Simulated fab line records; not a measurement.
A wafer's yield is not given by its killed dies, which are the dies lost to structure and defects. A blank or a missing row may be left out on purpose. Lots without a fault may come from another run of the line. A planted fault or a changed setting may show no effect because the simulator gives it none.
Split-lot experiment || flow sky130 || route with 708 steps; 5 lots, 23 wafers read

## ABOUT THE SPLIT
At SKY_POLY_GATE_COAT_08 (resist thk 450 nm), the setting resist thk nm was moved away from the recipe's 450 nm on 6 of the 23 wafers read, by -4.3% to +1.9%. This setting was run at the recipe's value on the other wafers.

## FROM THE SPLIT TO THE READING: what the file shows between them, 2 steps
- SKY_POLY_GATE_SOFTBAKE_09: time 90 s
- SKY_POLY_GATE_EXPOSE_10: exposes mask P1M, target cd 150 nm

## THE READING
KrF-thick_of_POLY_GATE_COAT_08.thk nm (the simulator's own value, which no gauge read), in nm, at SKY_POLY_GATE_ETCH_15 (etches BARC in N2/H2, stops on SiO2, time 120.4 s, target depth 110 nm). No usual value for it is given in the file. Across the 17 wafers here that went through the recipe, the average is 345.6 nm and the standard deviation 1.9 nm.

{"wafer": "L075.1", "tool, chamber at the split": "litho track-01, 0", "resist thk nm as run, nm": 450, "against the recipe": "recipe", "KrF-thick_of_POLY_GATE_COAT_08.thk nm, nm": 345.4, "against lot-mates on the recipe": "-"}
{"wafer": "L075.2", "tool, chamber at the split": "litho track-01, 0", "resist thk nm as run, nm": 441.6, "against the recipe": "-1.9%", "KrF-thick_of_POLY_GATE_COAT_08.thk nm, nm": 338.2, "against lot-mates on the recipe": -7.5}
{"wafer": "L075.3", "tool, chamber at the split": "litho track-01, 0", "resist thk nm as run, nm": 441.6, "against the recipe": "-1.9%", "KrF-thick_of_POLY_GATE_COAT_08.thk nm, nm": 337.5, "against lot-mates on the recipe": -8.2}
{"wafer": "L075.4", "tool, chamber at the split": "litho track-01, 0", "resist thk nm as run, nm": 450, "against the recipe": "recipe", "KrF-thick_of_POLY_GATE_COAT_08.thk nm, nm": 346.3, "against lot-mates on the recipe": "-"}
{"wafer": "L075.6", "tool, chamber at the split": "litho track-01, 0", "resist thk nm as run, nm": 450, "against the recipe": "recipe", "KrF-thick_of_POLY_GATE_COAT_08.thk nm, nm": 345.3, "against lot-mates on the recipe": "-"}
{"wafer": "L078.1", "tool, chamber at the split": "litho track-01, 0", "resist thk nm as run, nm": 430.5, "against the recipe": "-4.3%", "KrF-thick_of_POLY_GATE_COAT_08.thk nm, nm": 322.5, "against lot-mates on the recipe": -23.0}
{"wafer": "L078.3", "tool, chamber at the split": "litho track-01, 0", "resist thk nm as run, nm": 430.5, "against the recipe": "-4.3%", "KrF-thick_of_POLY_GATE_COAT_08.thk nm, nm": 322.9, "against lot-mates on the recipe": -22.6}
{"wafer": "L078.4", "tool, chamber at the split": "litho track-01, 0", "resist thk nm as run, nm": 450, "against the recipe": "recipe", "KrF-thick_of_POLY_GATE_COAT_08.thk nm, nm": 344.7, "against lot-mates on the recipe": "-"}
{"wafer": "L078.5", "tool, chamber at the split": "litho track-01, 0", "resist thk nm as run, nm": 450, "against the recipe": "recipe", "KrF-thick_of_POLY_GATE_COAT_08.thk nm, nm": 348, "against lot-mates on the recipe": "-"}
{"wafer": "L078.6", "tool, chamber at the split": "litho track-01, 0", "resist thk nm as run, nm": 450, "against the recipe": "recipe", "KrF-thick_of_POLY_GATE_COAT_08.thk nm, nm": 343.8, "against lot-mates on the recipe": "-"}
{"wafer": "L079.1", "tool, chamber at the split": "litho track-04, 0", "resist thk nm as run, nm": 450, "against the recipe": "recipe", "KrF-thick_of_POLY_GATE_COAT_08.thk nm, nm": 343.3, "against lot-mates on the recipe": "-"}
{"wafer": "L079.2", "tool, chamber at the split": "litho track-04, 0", "resist thk nm as run, nm": 450, "against the recipe": "recipe", "KrF-thick_of_POLY_GATE_COAT_08.thk nm, nm": 344.7, "against lot-mates on the recipe": "-"}
{"wafer": "L079.4", "tool, chamber at the split": "litho track-04, 0", "resist thk nm as run, nm": 450, "against the recipe": "recipe", "KrF-thick_of_POLY_GATE_COAT_08.thk nm, nm": 344.7, "against lot-mates on the recipe": "-"}
{"wafer": "L079.3", "tool, chamber at the split": "litho track-04, 0", "resist thk nm as run, nm": 450, "against the recipe": "recipe", "KrF-thick_of_POLY_GATE_COAT_08.thk nm, nm": 348.9, "against lot-mates on the recipe": "-"}
{"wafer": "L079.5", "tool, chamber at the split": "litho track-04, 0", "resist thk nm as run, nm": 450, "against the recipe": "recipe", "KrF-thick_of_POLY_GATE_COAT_08.thk nm, nm": 345.7, "against lot-mates on the recipe": "-"}
{"wafer": "L080.1", "tool, chamber at the split": "litho track-04, 0", "resist thk nm as run, nm": 450, "against the recipe": "recipe", "KrF-thick_of_POLY_GATE_COAT_08.thk nm, nm": 345.2, "against lot-mates on the recipe": "-"}
{"wafer": "L080.4", "tool, chamber at the split": "litho track-04, 0", "resist thk nm as run, nm": 450, "against the recipe": "recipe", "KrF-thick_of_POLY_GATE_COAT_08.thk nm, nm": 346.7, "against lot-mates on the recipe": "-"}
{"wafer": "L080.5", "tool, chamber at the split": "litho track-04, 0", "resist thk nm as run, nm": 450, "against the recipe": "recipe", "KrF-thick_of_POLY_GATE_COAT_08.thk nm, nm": 342.6, "against lot-mates on the recipe": "-"}
{"wafer": "L081.1", "tool, chamber at the split": "litho track-03, 0", "resist thk nm as run, nm": 458.5, "against the recipe": "+1.9%", "KrF-thick_of_POLY_GATE_COAT_08.thk nm, nm": 353.7, "against lot-mates on the recipe": "+7.1"}
{"wafer": "L081.2", "tool, chamber at the split": "litho track-03, 0", "resist thk nm as run, nm": 458.5, "against the recipe": "+1.9%", "KrF-thick_of_POLY_GATE_COAT_08.thk nm, nm": 352.9, "against lot-mates on the recipe": "+6.3"}
{"wafer": "L081.4", "tool, chamber at the split": "litho track-03, 0", "resist thk nm as run, nm": 450, "against the recipe": "recipe", "KrF-thick_of_POLY_GATE_COAT_08.thk nm, nm": 347.1, "against lot-mates on the recipe": "-"}
{"wafer": "L081.5", "tool, chamber at the split": "litho track-03, 0", "resist thk nm as run, nm": 450, "against the recipe": "recipe", "KrF-thick_of_POLY_GATE_COAT_08.thk nm, nm": 349.2, "against lot-mates on the recipe": "-"}
{"wafer": "L081.6", "tool, chamber at the split": "litho track-03, 0", "resist thk nm as run, nm": 450, "against the recipe": "recipe", "KrF-thick_of_POLY_GATE_COAT_08.thk nm, nm": 343.5, "against lot-mates on the recipe": "-"}

THE FIT
A straight line over all 23 wafers: KrF-thick_of_POLY_GATE_COAT_08.thk nm changes by +4.94 nm for each +1% of resist thk nm; r = +0.97; the points scatter about the line by 1.9 nm.
The same after taking each lot's own level away (the mean of its wafers on the recipe; 23 wafers): +4.84 nm for each +1%; r = +0.97; scatter 1.9 nm.
Per that fit: largest resist thk nm move, reading shift of 21 nm.
Measured against the standard deviation above, the lots' own levels, which go from 344.83 to 346.60 nm, span 1.0 times it.
Consequently the slope shifts little with the lot-to-lot level, the two slopes agreeing.
Check: for one of the wafers moved furthest among these (-4.3%), held out of the fit, the line's prediction against its lot-mates is -20.2 nm. It came out at -23 nm against them.

## OTHER SPLITS ON THESE WAFERS
Note: prior to the reading, these wafers also went through further splits. Each is held against what the fit with the lots' levels taken away leaves over:
{"other split on the same wafers": "SKY_GATE_OXIDE_IMPLANT_11 dose cm2", "wafers away from the commonest value": 9, "r with KrF-thick_of_POLY_GATE_COAT_08.thk nm (lot level and that fit taken away)": "+0.26"}
{"other split on the same wafers": "SKY_RES_PROTECT_COAT_02 resist thk nm", "wafers away from the commonest value": 9, "r with KrF-thick_of_POLY_GATE_COAT_08.thk nm (lot level and that fit taken away)": -0.29}

## THE WHOLE CHAIN: every reading that the file lists as answering this split, in the file's order
{"step": "SKY_POLY_GATE_COAT_08", "what it does": "resist thk 450 nm", "reading": "KrF-thick_of_POLY_GATE_COAT_08.thk nm (the simulator's own value, which no gauge read)", "change (the file's fit)": "+4.97 nm for each +1% of the setting", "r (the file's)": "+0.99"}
{"step": "SKY_POLY_GATE_ETCH_15", "what it does": "etches BARC in N2/H2, stops on SiO2, time 120.4 s, target depth 110 nm", "reading": "KrF-thick_of_POLY_GATE_COAT_08.thk nm (the simulator's own value, which no gauge read)", "change (the file's fit)": "+4.89 nm for each +1% of the setting", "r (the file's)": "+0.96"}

## THE FILE'S OWN FIT
KrF-thick_of_POLY_GATE_COAT_08.thk nm changes by +4.89 nm for each +1% of resist thk nm, r = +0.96.
